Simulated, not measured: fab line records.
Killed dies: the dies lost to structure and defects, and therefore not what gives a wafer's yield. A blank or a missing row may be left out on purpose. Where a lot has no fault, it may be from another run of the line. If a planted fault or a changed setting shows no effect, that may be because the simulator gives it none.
Which tool was responsible? -- flow sky130 -- 7 lots, 21 wafers sampled, at 4 steps of a route of 708

== WHAT THE GAUGES SHOWED, per wafer ==
SKY_NWELL_TW_MEAS_26.
lot,measured,on,NWELL_2_TW
L259,day 6 10:55,filmMetro-04,502 502 502
L261,day 6 16:54,filmMetro-04,501 499 499
L264,day 7 04:28,filmMetro-04,497 496 497
L272,day 9 03:53,filmMetro-02,492 491 490
L274,day 9 13:06,filmMetro-02,491 490 489
L276,day 10 03:41,filmMetro-04,501 503 501
L280,day 11 05:02,filmMetro-04,497 500 498

== WHICH TOOL RAN EACH LOT (tool, then ch and the chambers of the sampled wafers, then the start) ==
lot,SKY_PWDE_STRIP_09,SKY_NWELL_STRIP_14,SKY_NWELL_STRIP_25
L259,"plasmaAsher-01 ch 0,1, day 4 21:36","plasmaAsher-04 ch 0,1, day 5 15:41","plasmaAsher-02 ch 0,1, day 6 10:49"
L261,"plasmaAsher-02 ch 0,1, day 5 03:16","plasmaAsher-02 ch 0,1, day 5 21:35","plasmaAsher-02 ch 0,1, day 6 16:47"
L264,"plasmaAsher-01 ch 0,1, day 5 13:28","plasmaAsher-02 ch 0,1, day 6 09:03","plasmaAsher-02 ch 0, day 7 04:22"
L272,"plasmaAsher-04 ch 0,1, day 7 10:26","plasmaAsher-02 ch 0,1, day 8 06:46","plasmaAsher-03 ch 0,1, day 9 03:49"
L274,"plasmaAsher-04 ch 0,1, day 7 19:22","plasmaAsher-03 ch 0,1, day 8 15:54","plasmaAsher-04 ch 0,1, day 9 13:00"
L276,"plasmaAsher-04 ch 0, day 8 08:42","plasmaAsher-03 ch 0,1, day 9 05:46","plasmaAsher-02 ch 0,1, day 10 03:34"
L280,"plasmaAsher-02 ch 1, day 9 07:24","plasmaAsher-03 ch 0,1, day 10 06:09","plasmaAsher-04 ch 0,1, day 11 04:56"
- SKY_PWDE_STRIP_09: strips in O2/N2.
- SKY_NWELL_STRIP_14: strips in O2/N2.
- SKY_NWELL_STRIP_25: strips in O2/N2.

== THE ANSWER, worked out from the rows above alone ==
Rule: usual is defined by the lots themselves. The widest of any qualifying gaps counts: lots, ordered by their means at a reading, are off when they make up no more than a third of the lots, leave a main group of 4 or more, and stand apart from it by 3 or more times the standard deviation of that group's means. A main group whose means are all the same, to the digits that the tables above print for the reading, isn't used. A lot without any number at a reading at which 4 lots or more have one is off too. The other lots that the step has rows for count as sound.
Nothing can be told from this: no lot is off at any reading shown.

== WHAT THE SIMULATOR HAD PUT IN ==
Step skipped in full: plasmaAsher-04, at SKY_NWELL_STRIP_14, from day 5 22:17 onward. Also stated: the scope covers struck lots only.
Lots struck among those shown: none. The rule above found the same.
